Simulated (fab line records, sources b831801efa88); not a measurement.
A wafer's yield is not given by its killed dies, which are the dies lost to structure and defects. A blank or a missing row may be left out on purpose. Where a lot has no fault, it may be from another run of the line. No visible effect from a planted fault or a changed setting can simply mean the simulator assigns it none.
Chamber matching :: flow gf180mcu :: GF_V1_ETCH_16 on rieDiel-04 has 4 sister chambers
The step etches BARC in N2/H2. 14 wafers are shown with their chamber, then 7 later ones without.

== WAFERS, EACH WITH ITS CHAMBER ==
wafer: L354.1
chamber: 0
oesProductAu (a.u.): 0.858
throttleValvePct (%): 13.241

wafer: L354.2
chamber: 3
oesProductAu (a.u.): 0.859
throttleValvePct (%): 13.214

wafer: L354.5
chamber: 3
oesProductAu (a.u.): 0.855
throttleValvePct (%): 13.232

wafer: L355.3
chamber: 3
oesProductAu (a.u.): 0.851
throttleValvePct (%): 13.222

wafer: L355.4
chamber: 3
oesProductAu (a.u.): 0.858
throttleValvePct (%): 13.230

wafer: L355.6
chamber: 0
oesProductAu (a.u.): 0.848
throttleValvePct (%): 13.217

wafer: L356.1
chamber: 3
oesProductAu (a.u.): 0.845
throttleValvePct (%): 13.226

wafer: L356.5
chamber: 1
oesProductAu (a.u.): 0.857
throttleValvePct (%): 13.222

wafer: L356.6
chamber: 0
oesProductAu (a.u.): 0.854
throttleValvePct (%): 13.218

wafer: L357.1
chamber: 3
oesProductAu (a.u.): 0.860
throttleValvePct (%): 13.227

wafer: L357.5
chamber: 2
oesProductAu (a.u.): 0.857
throttleValvePct (%): 13.216

wafer: L357.6
chamber: 1
oesProductAu (a.u.): 0.852
throttleValvePct (%): 13.224

wafer: L358.2
chamber: 2
oesProductAu (a.u.): 0.862
throttleValvePct (%): 13.225

wafer: L358.3
chamber: 1
oesProductAu (a.u.): 0.849
throttleValvePct (%): 13.233

SIGNATURES, as means of the wafers listed above
reading: oesProductAu
chamber 0: 0.85333
chamber 1: 0.85267
chamber 2: 0.85950
chamber 3: 0.85467
scatter within a chamber: 0.00511

reading: throttleValvePct
chamber 0: 13.22533
chamber 1: 13.22633
chamber 2: 13.22050
chamber 3: 13.22517
scatter within a chamber: 0.00829
Rule: for a wafer and a chamber, the distance is found by dividing, reading by reading, the gap between the wafer's reading and the chamber's mean by the reading's scatter, squaring, summing and taking the root. The wafer belongs to the nearest chamber; if the next one is less than 2 further off, it can't be placed. The scatter: the root of (the sum of the squares of (reading less its chamber's mean) over the shown wafers, divided by (wafers less chambers)).

== WAFERS WHOSE CHAMBER IS MISSING ==
wafer: L358.5
oesProductAu (a.u.): 0.853
throttleValvePct (%): 13.224

wafer: L360.3
oesProductAu (a.u.): 0.852
throttleValvePct (%): 13.234

wafer: L360.5
oesProductAu (a.u.): 0.860
throttleValvePct (%): 13.223

wafer: L360.6
oesProductAu (a.u.): 0.862
throttleValvePct (%): 13.231

wafer: L363.2
oesProductAu (a.u.): 0.863
throttleValvePct (%): 13.236

wafer: L363.3
oesProductAu (a.u.): 0.860
throttleValvePct (%): 13.200

wafer: L363.6
oesProductAu (a.u.): 0.862
throttleValvePct (%): 13.217

== EACH ONE'S CHAMBER ==
wafer: L358.5
from the rows above: can't be placed: 0 or 1 or 3 or 2
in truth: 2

wafer: L360.3
from the rows above: can't be placed: 1 or 0 or 3 or 2
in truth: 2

wafer: L360.5
from the rows above: can't be placed: 2 or 3 or 0 or 1
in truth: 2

wafer: L360.6
from the rows above: can't be placed: 2 or 3 or 0 or 1
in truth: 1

wafer: L363.2
from the rows above: can't be placed: 2 or 3 or 0 or 1
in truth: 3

wafer: L363.3
from the rows above: can't be placed: 2 or 3 or 0 or 1
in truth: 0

wafer: L363.6
from the rows above: can't be placed: 2 or 3 or 0 or 1
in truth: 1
0 of 7 placed correctly. Cannot be placed on the basis of these rows: 7; the candidates contain the true chamber in 7. Wrongly placed: 0.
